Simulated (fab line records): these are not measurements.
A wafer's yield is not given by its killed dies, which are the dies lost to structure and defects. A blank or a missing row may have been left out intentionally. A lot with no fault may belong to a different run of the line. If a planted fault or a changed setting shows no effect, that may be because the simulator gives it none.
fab line records	flow gf180mcu	part 1 of 2: steps 1 to 25 of 36
record: lots: 5	wafers: 15	lastDay: 34
route steps=602 shown CONTACT@296 M1@315
lots untouched by any fault: they come from a run of this same line in which no faults occurred
startH: hours from the record's first day to the start of the lot's first wafer shown	waitH: time in hours since the lot's previous step	" identical to the entry in the row above	L1.1+2: a row that stands for several wafers	- either no value or no given start	* or withheld: withheld	< > ~ a bound
route shown NAME@n: NAME is a module with steps in the file, n the number in the route of the first one	usual: mean/standard deviation of fault-free wafers	same: alike in all rows	chamber/n: place in a boat	sites: per-site readings	_std_site: standard deviation of those values	_edge_site: the outer-site mean with the inner-site mean subtracted	radiusMm: how far each site lies from the wafer's centre	mask NAME#n: copy n	behind: tool/chamber where the wafer was last shaped	hold: why the lot was held/for how many hours/how that ended	device: names the non-switching transistor (n, p or np)	end of line: the route-end tests of the same wafers	a step without rows: its recipe alone	killed: at the first sort, the dies lost to defects and structure; wafer yield is something else	map: dies across one wafer; x = killed, . = not, _ = none there
set.NAME: the run value of the setting; set.NAME@STEP: its run value at that earlier step	model.NAME: the simulator's own value behind a step, which no gauge read
lots at selected steps of the route; one table per step, one row per wafer
services: a tool's chamber out of use, with start hour (startH, from the record's first day; less than 0 if before it), hours out, and reason
== steps ==
step: GF_CONTACT_COAT_09
recipe: resist: KrF	spinRpm: withheld	resistThkNm: 1000
usual: exhaustPa: 45.0/0.92
lot.wafer	tool	chamber	startH	waitH	exhaustPa
L083.1	lithoTrack-03	0	-	-	46.6
L083.4	"	0	"	"	45.6
L083.6	"	0	"	"	44.8
L088.1	lithoTrack-04	0	-	-	44.1
L088.2	"	0	"	"	44.2
L088.4	"	0	"	"	44.3
L090.2	lithoTrack-04	0	-	-	43.2
L090.5	"	0	"	"	44.8
L090.6	"	0	"	"	44.7
L092.1	lithoTrack-02	0	-	-	46.1
L092.2	"	0	"	"	45.8
L092.4	"	0	"	"	44.3
L096.3	lithoTrack-03	0	-	-	44.8
L096.5	"	0	"	"	44.7
L096.6	"	0	"	"	43.9
step: GF_CONTACT_SOFTBAKE_10
recipe: tempC: 130	timeS: 60	resist: KrF
usual: exhaustPa: 45.2/0.81
lot.wafer	tool	chamber	startH	waitH	exhaustPa
L083.1	lithoTrack-03	0	-	-	45.6
L083.4	"	0	"	"	44.9
L083.6	"	0	"	"	45.2
L088.1	lithoTrack-04	0	-	-	43.5
L088.2	"	0	"	"	44.8
L088.4	"	0	"	"	44.6
L090.2	lithoTrack-04	0	-	-	45.2
L090.5	"	0	"	"	47.5
L090.6	"	0	"	"	43.7
L092.1	lithoTrack-02	0	-	-	43.2
L092.2	"	0	"	"	44.4
L092.4	"	0	"	"	44.8
L096.3	lithoTrack-03	0	-	-	45.4
L096.5	"	0	"	"	46.0
L096.6	"	0	"	"	45.4
step: GF_CONTACT_EXPOSE_11
recipe: maskId: Contact	targetCdNm: 220	na: 0.68	sourceShape: conventional	sigmaOuter: 0.6	doseMj: 38
lot.wafer	tool	chamber	startH	waitH	mask
L083.1+4+6	krfScanner-01	0	-	-	Contact#0
L088.1+2+4	krfScanner-02	0	-	-	Contact#0
L090.2+5+6	krfScanner-02	0	-	-	Contact#0
L092.1+2+4	krfScanner-02	0	-	-	Contact#0
L096.3+5+6	krfScanner-02	0	-	-	Contact#0
step: GF_CONTACT_PEB_12
recipe: pebTempC: 135	pebTimeS: 90	resist: KrF
usual: exhaustPa: 45.1/0.87
lot.wafer	tool	chamber	startH	waitH	exhaustPa
L083.1	lithoTrack-03	0	-	-	44.6
L083.4	"	0	"	"	44.9
L083.6	"	0	"	"	45.4
L088.1	lithoTrack-04	0	-	-	46.6
L088.2	"	0	"	"	46.2
L088.4	"	0	"	"	45.8
L090.2	lithoTrack-02	0	-	-	45.2
L090.5	"	0	"	"	44.8
L090.6	"	0	"	"	45.5
L092.1	lithoTrack-04	0	-	-	45.6
L092.2	"	0	"	"	46.5
L092.4	"	0	"	"	44.7
L096.3	lithoTrack-02	0	-	-	44.8
L096.5	"	0	"	"	46.4
L096.6	"	0	"	"	45.1
step: GF_CONTACT_DEVELOP_13
recipe: developTimeS: 60	resist: KrF	devTempC: 21
usual: exhaustPa: 45.1/0.93
lot.wafer	tool	chamber	startH	waitH	exhaustPa
L083.1	lithoTrack-03	0	447.80	0.2	44.9
L083.4	"	0	"	"	45.6
L083.6	"	0	"	"	46.4
L088.1	lithoTrack-04	0	489.95	0.2	45.6
L088.2	"	0	"	"	46.0
L088.4	"	0	"	"	45.5
L090.2	lithoTrack-02	0	503.39	0.2	45.3
L090.5	"	0	"	"	45.1
L090.6	"	0	"	"	46.5
L092.1	lithoTrack-04	0	516.30	0.2	44.3
L092.2	"	0	"	"	43.3
L092.4	"	0	"	"	43.4
L096.3	lithoTrack-02	0	546.67	0.1	44.3
L096.5	"	0	"	"	45.2
L096.6	"	0	"	"	43.7
step: GF_CONTACT_CD_MEAS_14
recipe: targetCdNm: 220
usual: cdNm: 219.8/1.4
lot.wafer	tool	chamber	startH	waitH	cdNm
L083.1	cdSem-02	-	447.95	0.1	219.0
L083.4	"	-	"	"	220.4
L083.6	"	-	"	"	220.6
L088.1	cdSem-01	-	490.10	0.1	221.0
L088.2	"	-	"	"	221.0
L088.4	"	-	"	"	221.6
L090.2	cdSem-02	-	503.54	0.1	219.7
L090.5	"	-	"	"	219.6
L090.6	"	-	"	"	219.3
L092.1	cdSem-01	-	516.45	0.1	220.1
L092.2	"	-	"	"	222.1
L092.4	"	-	"	"	222.2
L096.3	cdSem-02	-	546.81	0.1	222.5
L096.5	"	-	"	"	222.2
L096.6	"	-	"	"	222.3
step: GF_CONTACT_OVL_MEAS_15
usual: CONTACT_OVL: -1/6.1
lot.wafer	tool	chamber	startH	waitH	CONTACT_OVL[nm]
L083.1	overlay-01	-	448.07	0.1	13
L083.4	"	-	"	"	0
L083.6	"	-	"	"	2
L088.1	overlay-01	-	490.22	0.1	0
L088.2	"	-	"	"	-9
L088.4	"	-	"	"	1
L090.2	overlay-01	-	503.64	0.1	-2
L090.5	"	-	"	"	-1
L090.6	"	-	"	"	-4
L092.1	overlay-02	-	516.57	0.1	2
L092.2	"	-	"	"	-2
L092.4	"	-	"	"	-8
L096.3	overlay-01	-	546.90	0.1	-4
L096.5	"	-	"	"	3
L096.6	"	-	"	"	3
step: GF_CONTACT_ETCH_16
recipe: chemistry: N2/H2	targetDepthA: withheld	overetchA: withheld	timeS: withheld	target: BARC	ionEnergyEv: 200	sourceW: 500	biasW: 100	pressureMtorr: 30	n2FlowSccm: 100	h2FlowSccm: 200
usual: drypumpMotorCurrentA: 5.9/0.4	h2FlowSccm: 199.9/0.6	oesProductAu: 0.855/0.005	throttleValvePct: 13.224/0.0089
lot.wafer	tool	chamber	startH	waitH	drypumpMotorCurrentA	h2FlowSccm	oesProductAu	throttleValvePct
L083.1	rieDiel-01	3	448.11	0.0	6.4	199.5	0.846	13.223
L083.4	"	0	"	"	6.3	200.6	0.857	13.217
L083.6	"	1	"	"	6.1	199.7	0.860	13.238
L088.1	rieDiel-01	0	490.26	0.0	6.3	200.7	0.857	13.219
L088.2	"	2	"	"	6.2	200.4	0.843	13.225
L088.4	"	3	"	"	6.4	199.8	0.858	13.234
L090.2	rieDiel-03	1	503.67	0.0	5.5	200.4	0.855	13.222
L090.5	"	0	"	"	5.3	200.1	0.850	13.216
L090.6	"	3	"	"	5.2	199.5	0.858	13.235
L092.1	rieDiel-02	3	516.61	0.0	6.0	200.0	0.863	13.236
L092.2	"	0	"	"	6.0	200.6	0.863	13.218
L092.4	"	3	"	"	5.9	199.8	0.855	13.237
L096.3	rieDiel-03	1	546.92	0.0	5.5	200.6	0.862	13.225
L096.5	"	1	"	"	5.5	199.9	0.862	13.223
L096.6	"	2	"	"	5.4	200.1	0.853	13.228
step: GF_CONTACT_ETCH_17
recipe: chemistry: C4F8/O2/Ar	maskMaterial: KrF	target: SiO2	stopOn: CoSi2	sourceW: 1500	biasW: 1200	pressureMtorr: 40	c4f8FlowSccm: withheld	O2_flow_sccm: 6	Ar_flow_sccm: 300	timeS: withheld	targetDepthA: 8600
usual: oesProductAu: 0.814/0.0047
lot.wafer	tool	chamber	startH	waitH	oesProductAu
L083.1	rieDiel-01	3	-	-	0.813
L083.4	"	0	"	"	0.811
L083.6	"	1	"	"	0.821
L088.1	rieDiel-01	0	-	-	0.824
L088.2	"	2	"	"	0.814
L088.4	"	3	"	"	0.818
L090.2	rieDiel-03	1	-	-	0.813
L090.5	"	0	"	"	0.810
L090.6	"	3	"	"	0.809
L092.1	rieDiel-02	3	-	-	0.818
L092.2	"	0	"	"	0.820
L092.4	"	3	"	"	0.813
L096.3	rieDiel-03	1	-	-	0.818
L096.5	"	1	"	"	0.819
L096.6	"	2	"	"	0.817
step: GF_CONTACT_STRIP_18
recipe: chemistry: O2/N2	powerW: 1400	pressureMtorr: 1500	platenTempC: 250	o2FlowSccm: 3000	n2FlowSccm: 300	overashFraction: 0.5
usual: drypumpMotorCurrentA: 5.7/0.39	heaterPowerW: 326/39	oesProductAu: 0.579/0.0048
lot.wafer	tool	chamber	startH	waitH	drypumpMotorCurrentA	heaterPowerW	oesProductAu	rfHoursCounterH
L083.1	plasmaAsher-03	1	448.27	-	5.3	309	0.575	2
L083.4	"	1	"	"	5.2	308	0.573	-
L083.6	"	1	"	"	5.3	305	0.586	-
L088.1	plasmaAsher-03	1	490.42	-	5.3	309	0.575	7
L088.2	"	0	"	"	6.2	263	0.583	7
L088.4	"	0	"	"	6.2	261	0.581	-
L090.2	plasmaAsher-04	1	503.84	-	5.9	357	0.574	41
L090.5	"	1	"	"	5.9	352	0.586	-
L090.6	"	0	"	"	6.0	345	0.579	-
L092.1	plasmaAsher-01	0	516.77	-	5.2	366	0.583	73
L092.2	"	1	"	"	5.4	384	0.577	73
L092.4	"	0	"	"	5.3	366	0.577	-
L096.3	plasmaAsher-04	1	547.12	-	5.9	348	0.578	-
L096.5	"	0	"	"	6.0	340	0.579	-
L096.6	"	1	"	"	5.9	348	0.571	-
step: GF_CONTACT_CLEAN_19
recipe: chemistry: SPM
lot.wafer	tool	chamber	startH	waitH
L083.1+4+6	wetBench-02	3	448.37	0.1
L088.1+2+4	wetBench-03	0	490.52	0.1
L090.2+5+6	wetBench-02	1	503.94	0.1
L092.1+2+4	wetBench-01	1	516.87	0.1
L096.3+5+6	wetBench-03	3	547.19	0.0
step: GF_CONTACT_CLEAN_20
recipe: chemistry: DIW
lot.wafer	tool	chamber	startH	waitH
L083.1+4+6	wetBench-03	3	448.46	0.0
L088.1+2+4	wetBench-01	0	490.61	0.0
L090.2+5+6	wetBench-03	2	504.03	0.0
L092.1+2+4	wetBench-03	1	516.97	0.0
L096.3+5+6	wetBench-02	0	547.28	0.0
step: GF_CONTACT_CLEAN_21
recipe: chemistry: dHF	timeS: 20	dilution: 100:1	dry: ipaMarangoni
lot.wafer	tool	chamber	startH	waitH
L083.1+4+6	wetBench-02	3	448.55	0.0
L088.1+2+4	wetBench-02	1	490.71	0.0
L090.2+5+6	wetBench-02	0	504.13	0.0
L092.1+2+4	wetBench-02	3	517.06	0.0
L096.3+5+6	wetBench-03	3	547.37	0.0
step: GF_CONTACT_SPUTTER_22
recipe: material: Ti	targetThkNm: 15	chamberPressurePa: 5	powerW: 2500	substrateTempC: 200	timeS: 80.02
usual: substrateTempC: 200.00/0.16	throttleValvePct: 30.0/1.1
lot.wafer	tool	chamber	startH	waitH	substrateTempC	throttleValvePct
L083.1	pvdSputter-04	-	448.57	0.0	200.15	28.9
L083.4	"	-	"	"	200.11	29.9
L083.6	"	-	"	"	200.21	29.1
L088.1	pvdSputter-03	-	490.72	0.0	200.02	29.4
L088.2	"	-	"	"	200.02	30.9
L088.4	"	-	"	"	200.14	28.7
L090.2	pvdSputter-03	-	504.14	0.0	200.09	29.5
L090.5	"	-	"	"	200.12	29.0
L090.6	"	-	"	"	199.78	29.6
L092.1	pvdSputter-04	-	517.08	0.0	199.91	31.8
L092.2	"	-	"	"	199.96	29.7
L092.4	"	-	"	"	200.03	29.3
L096.3	pvdSputter-03	-	547.38	0.0	199.90	29.1
L096.5	"	-	"	"	199.99	28.6
L096.6	"	-	"	"	199.73	28.9
step: GF_CONTACT_SPUTTER_23
recipe: material: TiN	targetThkNm: 10	chamberPressurePa: 5	powerW: 4000	timeS: 40
usual: throttleValvePct: 30.0/1
lot.wafer	tool	chamber	startH	waitH	throttleValvePct
L083.1	pvdSputter-04	-	448.63	0.0	28.9
L083.4	"	-	"	"	29.9
L083.6	"	-	"	"	29.2
L088.1	pvdSputter-03	-	490.78	0.0	29.3
L088.2	"	-	"	"	30.7
L088.4	"	-	"	"	28.8
L090.2	pvdSputter-03	-	504.20	0.0	29.3
L090.5	"	-	"	"	28.8
L090.6	"	-	"	"	29.5
L092.1	pvdSputter-04	-	517.14	0.0	31.9
L092.2	"	-	"	"	29.7
L092.4	"	-	"	"	29.3
L096.3	pvdSputter-03	-	547.45	0.0	29.2
L096.5	"	-	"	"	28.8
L096.6	"	-	"	"	29.5
step: GF_CONTACT_CVD_24
recipe: material: W	targetThkNm: 300	timeS: 90.339	tempC: 400	pressureTorr: 40
usual: heaterPowerW: 842/93
lot.wafer	tool	chamber	startH	waitH	heaterPowerW
L083.1	cvdW-01	1	448.67	0.0	902
L083.4	"	0	"	"	858
L083.6	"	0	"	"	869
L088.1	cvdW-01	0	490.82	0.0	861
L088.2	"	1	"	"	939
L088.4	"	0	"	"	866
L090.2	cvdW-02	1	504.24	0.0	706
L090.5	"	0	"	"	805
L090.6	"	1	"	"	691
L092.1	cvdW-01	1	517.18	0.0	946
L092.2	"	0	"	"	877
L092.4	"	1	"	"	933
L096.3	cvdW-02	1	547.55	0.1	687
L096.5	"	1	"	"	687
L096.6	"	1	"	"	699
step: GF_CONTACT_RS_MEAS_25
recipe: thkMeasGauge: four-point-probe	reads: W_of_CONTACT_CVD_24+TiN_of_CONTACT_SPUTTER_23+Ti_of_CONTACT_SPUTTER_22
usual: CONTACT_W_RS: 0.381/0.0048
lot.wafer	tool	chamber	startH	waitH	CONTACT_W_RS[ohm/sq]
L083.1	filmMetro-01	-	448.77	0.1	0.387
L083.4	"	-	"	"	0.382
L083.6	"	-	"	"	0.379
L088.1	filmMetro-01	-	490.92	0.1	0.374
L088.2	"	-	"	"	0.379
L088.4	"	-	"	"	0.378
L090.2	filmMetro-02	-	504.36	0.1	0.382
L090.5	"	-	"	"	0.375
L090.6	"	-	"	"	0.382
L092.1	filmMetro-02	-	517.28	0.1	0.383
L092.2	"	-	"	"	0.377
L092.4	"	-	"	"	0.386
L096.3	filmMetro-04	-	547.72	0.1	0.384
L096.5	"	-	"	"	0.384
L096.6	"	-	"	"	0.388
step: GF_CONTACT_THK_MEAS_26
recipe: thkMeasGauge: xrf	reads: W_of_CONTACT_CVD_24
usual: CONTACT_W_THK: 292/4.8
lot.wafer	tool	chamber	startH	waitH	CONTACT_W_THK[nm]
L083.1	filmMetro-01	-	448.89	0.1	289
L083.4	"	-	"	"	293
L083.6	"	-	"	"	295
L088.1	filmMetro-01	-	491.04	0.1	296
L088.2	"	-	"	"	293
L088.4	"	-	"	"	293
L090.2	filmMetro-02	-	504.47	0.1	295
L090.5	"	-	"	"	301
L090.6	"	-	"	"	294
L092.1	filmMetro-02	-	517.40	0.1	292
L092.2	"	-	"	"	297
L092.4	"	-	"	"	292
L096.3	filmMetro-04	-	547.82	0.1	286
L096.5	"	-	"	"	286
L096.6	"	-	"	"	282
step: GF_CONTACT_CMP_27
recipe: stopOn: SiO2	downForcePsi: 3.5	platenRpm: 60	tOverpolishS: 15	targetThkNm: 0	padVelocityMS: 0.94248
usual: motorCurrentA: 10.8/1.3	overpolishRunS: 15.001/0.009	platenRpm: 60.00/0.038	timeToEndpointS: 72/3
lot.wafer	tool	chamber	startH	waitH	motorCurrentA	overpolishRunS	platenRpm	timeToEndpointS
L083.1	cmp-02	1	448.95	0.1	10.6	14.994	59.91	71
L083.4	"	2	"	"	12.1	15.002	59.98	71
L083.6	"	2	"	"	12.0	15.019	60.00	68
L088.2	cmp-02	1	491.10	0.0	11.5	15.009	59.96	73
L088.1	"	2	"	"	12.0	15.000	59.96	74
L088.4	"	3	"	"	12.8	15.016	60.06	72
L090.2	cmp-01	1	504.57	0.1	9.6	15.002	60.01	72
L090.6	"	0	"	"	10.0	14.984	60.02	74
L090.5	"	1	"	"	9.5	15.028	59.94	74
L092.2	cmp-01	1	517.46	0.0	9.3	15.009	59.99	75
L092.1	"	3	"	"	9.8	15.005	59.99	77
L092.4	"	0	"	"	10.3	14.996	60.00	78
L096.3	cmp-01	0	547.91	0.1	10.5	15.001	60.00	74
L096.6	"	3	"	"	9.4	14.996	59.99	74
L096.5	"	0	"	"	10.1	14.994	59.98	75
step: GF_M1_SPUTTER_00
recipe: material: Ti	targetThkNm: 37.5	arrivingIonEnergyEv: 80	substrateTempC: 200	chamberPressurePa: 2	powerW: 4000	timeS: 150
usual: substrateTempC: 200.00/0.16	throttleValvePct: 29.9/0.92
lot.wafer	tool	chamber	startH	waitH	substrateTempC	throttleValvePct
L083.1	pvdSputter-01	-	449.25	0.2	200.10	29.7
L083.4	"	-	"	"	199.99	29.8
L083.6	"	-	"	"	200.01	30.2
L088.1	pvdSputter-01	-	491.40	0.2	199.93	29.4
L088.2	"	-	"	"	199.69	32.2
L088.4	"	-	"	"	199.87	29.9
L090.2	pvdSputter-01	-	504.82	0.2	200.19	29.7
L090.5	"	-	"	"	200.23	29.2
L090.6	"	-	"	"	200.07	29.9
L092.1	pvdSputter-03	-	517.76	0.1	200.23	29.0
L092.2	"	-	"	"	199.98	29.1
L092.4	"	-	"	"	199.99	30.9
L096.3	pvdSputter-02	-	548.16	0.2	199.92	29.4
L096.5	"	-	"	"	199.72	28.8
L096.6	"	-	"	"	200.01	30.4
step: GF_M1_SPUTTER_01
recipe: material: TiN	targetThkNm: 30	powerW: 6500	timeS: 25	chamberPressurePa: 0.4
usual: throttleValvePct: 29.9/0.9
lot.wafer	tool	chamber	startH	waitH	throttleValvePct
L083.1	pvdSputter-01	-	449.35	0.1	29.4
L083.4	"	-	"	"	29.9
L083.6	"	-	"	"	30.1
L088.1	pvdSputter-01	-	491.50	0.1	29.7
L088.2	"	-	"	"	32.0
L088.4	"	-	"	"	30.0
L090.2	pvdSputter-01	-	504.92	0.1	29.7
L090.5	"	-	"	"	29.4
L090.6	"	-	"	"	30.1
L092.1	pvdSputter-03	-	517.86	0.1	28.8
L092.2	"	-	"	"	29.3
L092.4	"	-	"	"	30.8
L096.3	pvdSputter-02	-	548.26	0.1	28.9
L096.5	"	-	"	"	29.2
L096.6	"	-	"	"	30.4
step: GF_M1_SPUTTER_02
recipe: material: AlCu	targetThkNm: 450	powerW: 10600	timeS: 23.9	chamberPressurePa: 0.4
usual: throttleValvePct: 30.0/0.92
lot.wafer	tool	chamber	startH	waitH	throttleValvePct
L083.1	pvdSputter-01	-	449.38	0.0	28.9
L083.4	"	-	"	"	29.7
L083.6	"	-	"	"	29.6
L088.1	pvdSputter-01	-	491.53	0.0	29.7
L088.2	"	-	"	"	31.8
L088.4	"	-	"	"	30.3
L090.2	pvdSputter-01	-	504.95	0.0	29.8
L090.5	"	-	"	"	29.5
L090.6	"	-	"	"	30.0
L092.1	pvdSputter-03	-	517.89	0.0	29.0
L092.2	"	-	"	"	29.4
L092.4	"	-	"	"	30.9
L096.3	pvdSputter-02	-	548.30	0.0	29.2
L096.5	"	-	"	"	29.2
L096.6	"	-	"	"	30.7
step: GF_M1_SPUTTER_03
recipe: material: Ti	targetThkNm: 10	substrateTempC: 300	chamberPressurePa: 0.3	powerW: 3000	timeS: 6.7
usual: substrateTempC: 299.97/0.2	throttleValvePct: 29.9/0.91
lot.wafer	tool	chamber	startH	waitH	substrateTempC	throttleValvePct
L083.1	pvdSputter-01	-	449.41	0.0	299.66	29.6
L083.4	"	-	"	"	299.97	30.0
L083.6	"	-	"	"	299.86	29.8
L088.1	pvdSputter-01	-	491.56	0.0	299.95	29.4
L088.2	"	-	"	"	300.27	32.1
L088.4	"	-	"	"	300.06	29.8
L090.2	pvdSputter-01	-	504.98	0.0	300.18	30.0
L090.5	"	-	"	"	300.34	29.4
L090.6	"	-	"	"	300.01	29.9
L092.1	pvdSputter-03	-	517.92	0.0	299.80	28.9
L092.2	"	-	"	"	299.99	29.5
L092.4	"	-	"	"	300.50	30.8
L096.3	pvdSputter-02	-	548.33	0.0	299.88	29.1
L096.5	"	-	"	"	300.20	29.1
L096.6	"	-	"	"	300.01	30.3
step: GF_M1_SPUTTER_04
recipe: material: TiN	targetThkNm: 50	powerW: 6500	timeS: 41.7	chamberPressurePa: 0.4
usual: throttleValvePct: 29.9/0.91
lot.wafer	tool	chamber	startH	waitH	throttleValvePct
L083.1	pvdSputter-01	-	449.43	0.0	29.5
L083.4	"	-	"	"	30.0
L083.6	"	-	"	"	29.9
L088.1	pvdSputter-01	-	491.58	0.0	29.3
L088.2	"	-	"	"	32.1
L088.4	"	-	"	"	29.9
L090.2	pvdSputter-01	-	505.00	0.0	29.7
L090.5	"	-	"	"	29.5
L090.6	"	-	"	"	29.9
L092.1	pvdSputter-03	-	517.94	0.0	28.9
L092.2	"	-	"	"	29.4
L092.4	"	-	"	"	31.0
L096.3	pvdSputter-02	-	548.35	0.0	29.0
L096.5	"	-	"	"	29.1
L096.6	"	-	"	"	30.5
step: GF_M1_RS_MEAS_05
recipe: thkMeasGauge: four-point-probe	reads: TiN_of_M1_SPUTTER_04+Ti_of_M1_SPUTTER_03+AlCu_of_M1_SPUTTER_02+TiN_of_M1_SPUTTER_01+Ti_of_M1_SPUTTER_00
usual: M1_ALCU_RS: 0.0692/0.0008
lot.wafer	tool	chamber	startH	waitH	M1_ALCU_RS[ohm/sq]
L083.1	filmMetro-01	-	449.47	0.0	0.0692
L083.4	"	-	"	"	0.0697
L083.6	"	-	"	"	0.0694
L088.1	filmMetro-02	-	491.62	0.0	0.0705
L088.2	"	-	"	"	0.0686
L088.4	"	-	"	"	0.0707
L090.2	filmMetro-03	-	505.06	0.0	0.0668
L090.5	"	-	"	"	0.0685
L090.6	"	-	"	"	0.0690
L092.1	filmMetro-03	-	517.98	0.0	0.0690
L092.2	"	-	"	"	0.0693
L092.4	"	-	"	"	0.0690
L096.3	filmMetro-01	-	548.43	0.1	0.0685
L096.5	"	-	"	"	0.0680
L096.6	"	-	"	"	0.0688
